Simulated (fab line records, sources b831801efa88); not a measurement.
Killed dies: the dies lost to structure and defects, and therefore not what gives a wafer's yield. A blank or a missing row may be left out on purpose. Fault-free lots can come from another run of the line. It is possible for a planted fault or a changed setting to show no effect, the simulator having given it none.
A lot that was struck, set against a sound lot / flow gf180mcu / 17 steps out of a route of 602
Sound: these wafers, L272.2, L272.3, L272.4. Wafers struck: L278.2, L278.4, L278.6. The cause comes at the end.
For every step that has rows: the tool of each side, followed by ch and its chambers, followed by its first start. Under that, the readings that differ: sound wafers / struck wafers / difference of the means / sigmas: that difference in standard deviations of wafers without a fault.
alike: readings with means less than 2 such deviations apart, plus words and numbers identical on both sides. not compared: withheld readings, readings lacking a value on some wafer, bounds such as >300 that could conceal the same value, and numbers that have no deviation in the record and whose values overlap.
The two part at a step that has a row with sigmas, a row that says differs or no value, or rows on one side only. Non-overlapping numbers with no deviation appear without sigmas and do not part them. A reading missing from all wafers of one side parts the sides only when that side holds two or more wafers.

first, 2 steps without rows for these wafers: GF_CONTACT_PEB_12 (peb time 90 s); GF_CONTACT_DEVELOP_13 (develop time 60 s).
GF_CONTACT_CD_MEAS_14: the cd target is 220 nm.
  struck on cd_sem-01, day 21 18:01; sound on cd_sem-01, day 19 09:43
  alike: cd_nm
GF_CONTACT_OVL_MEAS_15:
  struck on overlay-01, day 21 18:07; sound on overlay-02, day 19 09:50
  alike: CONTACT_OVL
then, 1 step without rows for these wafers: GF_CONTACT_ETCH_16 (etches BARC in N2/H2).
GF_CONTACT_ETCH_17: etches SiO2 in C4F8/O2/Ar, stops on CoSi2, target depth 860 nm.
  sound on rie_diel-01 ch 0,2,3; struck on rie_diel-02 ch 1,2,3
  alike: oes_product_au
GF_CONTACT_STRIP_18: strips in O2/N2.
  sound on plasma_asher-01 ch 0,1, day 19 10:01; struck on plasma_asher-04 ch 0,1, day 21 18:19
  alike: drypump_motor_current_A, heater_power_w, oes_product_au
  not compared: rf_hours_counter_h
then, 3 steps without rows for these wafers: GF_CONTACT_CLEAN_19 (cleans in SPM); GF_CONTACT_CLEAN_20 (cleans in DIW); GF_CONTACT_CLEAN_21 (cleans in dHF, time 20 s).
GF_CONTACT_SPUTTER_22: material Ti, target thk 15 nm, time 80.02 s.
  struck on pvd_sputter-01, day 21 18:37; sound on pvd_sputter-02, day 19 10:19
  alike: throttle_valve_pct
GF_CONTACT_SPUTTER_23: material TiN, target thk 10 nm, time 40 s.
  struck on pvd_sputter-01, day 21 18:41; sound on pvd_sputter-02, day 19 10:23
  alike: throttle_valve_pct
GF_CONTACT_CVD_24: deposits W, target thk 300 nm, time 90.339 s.
  sound on cvd_w-01 ch 0,1, day 19 10:25; struck on cvd_w-02 ch 0,1, day 21 18:43
reading=susceptor_temp_C (C); sound=399.84 400.13 400.11; struck=392.25 391.69 392.21; difference=-7.98; sigmas=-36
reading=model.W_of_CONTACT_CVD_24.thk_nm (nm); sound=301.2 297.8 303.6; struck=260.7 263.5 262; difference=-38.8; sigmas=
  alike: heater_power_outer_w, heater_power_w
GF_CONTACT_RS_MEAS_25: uses a four-point probe to measure.
  struck on film_metro-04, day 21 18:50; sound on film_metro-02, day 19 10:32
reading=CONTACT_W_RS (ohm/sq); sound=0.381 0.386 0.378; struck=0.441 0.437 0.439; difference=+0.057; sigmas=+11
GF_CONTACT_THK_MEAS_26: measures by xrf.
  struck on film_metro-04, day 21 18:56; sound on film_metro-02, day 19 10:39
reading=CONTACT_W_THK (nm); sound=295 293 298; struck=259 261 261; difference=-35; sigmas=-8
GF_CONTACT_CMP_27: polishes, stops on SiO2, t overpolish 15 s, target thk 0 nm.
  sound on cmp-01 ch 1,2,3, day 19 10:52; struck on cmp-02 ch 0,2,3, day 21 19:05
reading=time_to_endpoint_s (s); sound=72 74 74; struck=64 66 63; difference=-9; sigmas=-3
  alike: motor_current_A
GF_M1_SPUTTER_00: material Ti, target thk 37.5 nm, time 150 s.
  struck on pvd_sputter-03, day 21 19:17; sound on pvd_sputter-04, day 19 11:10
  alike: throttle_valve_pct

## WHERE THEY PART
At GF_CONTACT_CVD_24 first; at GF_CONTACT_CMP_27 last (within this record only). Later steps at which nothing parts them and some readings are alike: GF_M1_SPUTTER_00.

WHY: what had been put in by the simulator
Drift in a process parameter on cvd_w-02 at GF_CONTACT_CVD_24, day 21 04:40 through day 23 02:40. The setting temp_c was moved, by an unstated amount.
